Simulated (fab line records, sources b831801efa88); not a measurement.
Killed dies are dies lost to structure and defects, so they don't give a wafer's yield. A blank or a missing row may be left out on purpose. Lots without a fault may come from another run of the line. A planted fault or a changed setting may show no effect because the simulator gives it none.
Which tool did it? | flow sky130 | 12 lots, 36 wafers sampled, at 5 steps of a route of 708

WHAT THE GAUGES READ, wafer by wafer
SKY_FIELD_ISO_CD_MEAS_13: target cd 150 nm. Usual: cd_nm 150.0 nm, standard deviation 1.3.
lot  | measured    | on        | cd_nm (nm)        | flag
L781 | day 2 22:17 | cd_sem-02 | 151.9 151.3 152.2 |
L782 | day 2 22:28 | cd_sem-01 | 149.8 149.6 149.4 |
L783 | day 3 05:58 | cd_sem-02 | 149.0 149.7 149.1 |
L786 | day 3 18:33 | cd_sem-01 | 147.5 148.2 147.9 |
L787 | day 3 21:55 | cd_sem-01 | 150.3 151.1 149.5 |
L789 | day 4 10:32 | cd_sem-01 | 149.7 150.2 151.1 |
L790 | day 4 12:52 | cd_sem-01 | 148.1 149.0 148.9 |
L793 | day 5 06:37 | cd_sem-02 | 150.8 150.2 152.4 |
L799 | day 6 14:26 | cd_sem-02 | 150.2 150.9 150.3 |
L801 | day 7 03:07 | cd_sem-01 | 151.2 149.4 151.3 |
L800 | day 7 03:15 | cd_sem-02 | 148.1 150.0 150.3 |
L802 | day 7 08:29 | cd_sem-01 | 151.3 150.1 151.4 |

SKY_VIA1_CD_MEAS_12: target cd 150 nm. Usual: cd_nm 150.2 nm, standard deviation 1.6.
lot  | measured     | on        | cd_nm (nm)        | flag
L781 | day 35 13:43 | cd_sem-02 | 150.1 149.4 151.0 |
L782 | day 35 12:34 | cd_sem-02 | 148.1 149.6 149.6 |
L783 | day 35 14:32 | cd_sem-02 | 152.1 149.8 152.0 |
L786 | day 36 07:34 | cd_sem-02 | 149.7 151.4 150.3 |
L787 | day 36 19:14 | cd_sem-02 | 149.2 150.8 149.2 |
L789 | day 37 06:07 | cd_sem-01 | 148.2 148.6 148.9 |
L790 | day 37 09:53 | cd_sem-02 | 151.1 148.4 148.7 |
L793 | day 39 02:21 | cd_sem-02 | 148.7 148.8 150.0 |
L799 | day 40 13:19 | cd_sem-01 | 151.3 149.7 150.4 |
L801 | day 41 03:44 | cd_sem-01 | 148.6 149.8 149.5 |
L800 | day 41 01:15 | cd_sem-02 | 151.3 150.1 151.7 |
L802 | day 41 08:45 | cd_sem-01 | 147.1 147.3 148.8 |

WHICH TOOL RAN EACH LOT (tool, then ch and the chambers of the sampled wafers, then the start)
lot  | SKY_SPACER_ETCHBACK_02             | SKY_POLY_CUT_ETCH_11               | SKY_VIA1_CMP_02
L781 | rie_diel-03 ch 0,1,2, day 24 17:09 | rie_diel-04 ch 0,2,3, day 25 22:48 | cmp-01 ch 1,2, day 34 10:42
L782 | rie_diel-03 ch 0,1,3, day 24 17:05 | rie_diel-03 ch 1,2,3, day 25 22:19 | cmp-01 ch 1,3, day 34 10:03
L783 | rie_diel-02 ch 0,3, day 24 18:18   | rie_diel-01 ch 0,1,3, day 25 23:55 | cmp-01 ch 0,1,3, day 34 11:52
L786 | rie_diel-01 ch 0,2, day 25 14:49   | rie_diel-04 ch 2,3, day 26 19:43   | cmp-02 ch 0,1,2, day 35 05:04
L787 | rie_diel-03 ch 0,1, day 26 02:59   | rie_diel-03 ch 0,2,3, day 27 07:48 | cmp-01 ch 0,1,3, day 35 16:58
L789 | rie_diel-03 ch 0,1,2, day 26 16:15 | rie_diel-01 ch 0,1,2, day 27 21:46 | cmp-01 ch 0,2, day 36 03:46
L790 | rie_diel-01 ch 0,1,2, day 26 19:13 | rie_diel-03 ch 0,2, day 28 00:20   | cmp-02 ch 1,2,3, day 36 07:30
L793 | rie_diel-03 ch 0,1,2, day 28 16:40 | rie_diel-01 ch 0,2,3, day 29 20:23 | cmp-01 ch 0,2,3, day 38 01:08
L799 | rie_diel-02 ch 0,2,3, day 30 07:43 | rie_diel-01 ch 0,1, day 31 11:43   | cmp-01 ch 0,1, day 39 12:30
L801 | rie_diel-01 ch 0,1,2, day 31 01:46 | rie_diel-01 ch 0,1, day 32 05:31   | cmp-01 ch 0,3, day 40 03:13
L800 | rie_diel-02 ch 0,1,2, day 30 22:08 | rie_diel-04 ch 0,3, day 32 02:59   | cmp-02 ch 0,1,3, day 39 23:28
L802 | rie_diel-02 ch 0,1,2, day 31 06:37 | rie_diel-04 ch 0,3, day 32 10:59   | cmp-01 ch 0,1,3, day 40 07:46
- SKY_SPACER_ETCHBACK_02: etches Si3N4 in CH3F/O2, stops on SiO2, time 46.7 s, target depth 45 nm.
- SKY_POLY_CUT_ETCH_11: etches Si3N4 in CF4/CH2F2/Ar, stops on poly-Si, time 41.59 s, target depth 60 nm.
- SKY_VIA1_CMP_02: polishes SiO2.

WHAT THE TOOLS THEMSELVES READ (means of the sampled wafers that have a number; where no wafer has one, the mark that the record gives instead)
SKY_SPACER_ETCHBACK_02. Usual: ch3f_flow_sccm 40.02 sccm, standard deviation 0.13; drypump_motor_current_A 5.3 A, standard deviation 0.39; oes_product_au 0.859 a.u., standard deviation 0.0073; throttle_valve_pct 10.563 %, standard deviation 0.0089.
lot  | tool        | ch3f_flow_sccm (sccm) | drypump_motor_current_A (A) | oes_product_au (a.u.) | throttle_valve_pct (%) | flag
L781 | rie_diel-03 | 40.08                 | 5.1                         | 0.863                 | 10.560                 |
L782 | rie_diel-03 | 40.09                 | 5.3                         | 0.858                 | 10.566                 |
L783 | rie_diel-02 | 40.02                 | 5.1                         | 0.864                 | 10.552                 |
L786 | rie_diel-01 | 40.06                 | 5.0                         | 0.863                 | 10.561                 |
L787 | rie_diel-03 | 40.07                 | 4.9                         | 0.848                 | 10.568                 |
L789 | rie_diel-03 | 39.87                 | 5.1                         | 0.856                 | 10.570                 |
L790 | rie_diel-01 | 39.90                 | 5.2                         | 0.847                 | 10.562                 |
L793 | rie_diel-03 | 40.18                 | 5.1                         | 0.858                 | 10.570                 |
L799 | rie_diel-02 | 39.96                 | 5.1                         | 0.862                 | 10.557                 |
L801 | rie_diel-01 | 40.04                 | 5.2                         | 0.853                 | 10.555                 |
L800 | rie_diel-02 | 39.96                 | 5.1                         | 0.862                 | 10.569                 |
L802 | rie_diel-02 | 40.02                 | 5.1                         | 0.848                 | 10.555                 |

SKY_POLY_CUT_ETCH_11. Usual: drypump_motor_current_A 5.4 A, standard deviation 0.38; oes_product_au 0.846 a.u., standard deviation 0.0056; throttle_valve_pct 14.996 %, standard deviation 0.009.
lot  | tool        | drypump_motor_current_A (A) | oes_product_au (a.u.) | throttle_valve_pct (%) | flag
L781 | rie_diel-04 | 5.6                         | 0.852                 | 14.994                 |
L782 | rie_diel-03 | 5.3                         | 0.844                 | 14.993                 |
L783 | rie_diel-01 | 5.6                         | 0.841                 | 14.997                 |
L786 | rie_diel-04 | 5.6                         | 0.847                 | 14.995                 |
L787 | rie_diel-03 | 5.5                         | 0.850                 | 14.991                 |
L789 | rie_diel-01 | 5.2                         | 0.843                 | 15.001                 |
L790 | rie_diel-03 | 5.3                         | 0.844                 | 14.995                 |
L793 | rie_diel-01 | 5.4                         | 0.834                 | 14.986                 |
L799 | rie_diel-01 | 5.6                         | 0.847                 | 14.991                 |
L801 | rie_diel-01 | 5.6                         | 0.843                 | 14.999                 |
L800 | rie_diel-04 | 5.4                         | 0.854                 | 14.994                 |
L802 | rie_diel-04 | 5.4                         | 0.850                 | 14.996                 |

SKY_VIA1_CMP_02. Usual: motor_current_A 12.7 A, standard deviation 1.2.
lot  | tool   | motor_current_A (A) | flag
L781 | cmp-01 | 12.3                |
L782 | cmp-01 | 13.8                |
L783 | cmp-01 | 13.1                |
L786 | cmp-02 | 12.7                |
L787 | cmp-01 | 13.3                |
L789 | cmp-01 | 12.7                |
L790 | cmp-02 | 12.6                |
L793 | cmp-01 | 12.5                |
L799 | cmp-01 | 13.2                |
L801 | cmp-01 | 12.4                |
L800 | cmp-02 | 11.0                |
L802 | cmp-01 | 13.1                |

THE ANSWER, worked out from the rows above alone
Rule: a lot is off if the mean of its wafers that have a number lies more than 3 standard deviations from the usual mean. A lot without any number at a reading at which 4 lots or more have one is off too. The other lots that the step has rows for count as sound. The gauges are gone through in route order, then the tools' own readings, and for those a lot's mean is taken as printed above. The first step at which some lot is off is used, and at that step the reading that is off furthest; a lot without a number counts as furthest.
No lot is off at any reading shown: from this, nothing can be told.

WHAT THE SIMULATOR HAD PUT IN
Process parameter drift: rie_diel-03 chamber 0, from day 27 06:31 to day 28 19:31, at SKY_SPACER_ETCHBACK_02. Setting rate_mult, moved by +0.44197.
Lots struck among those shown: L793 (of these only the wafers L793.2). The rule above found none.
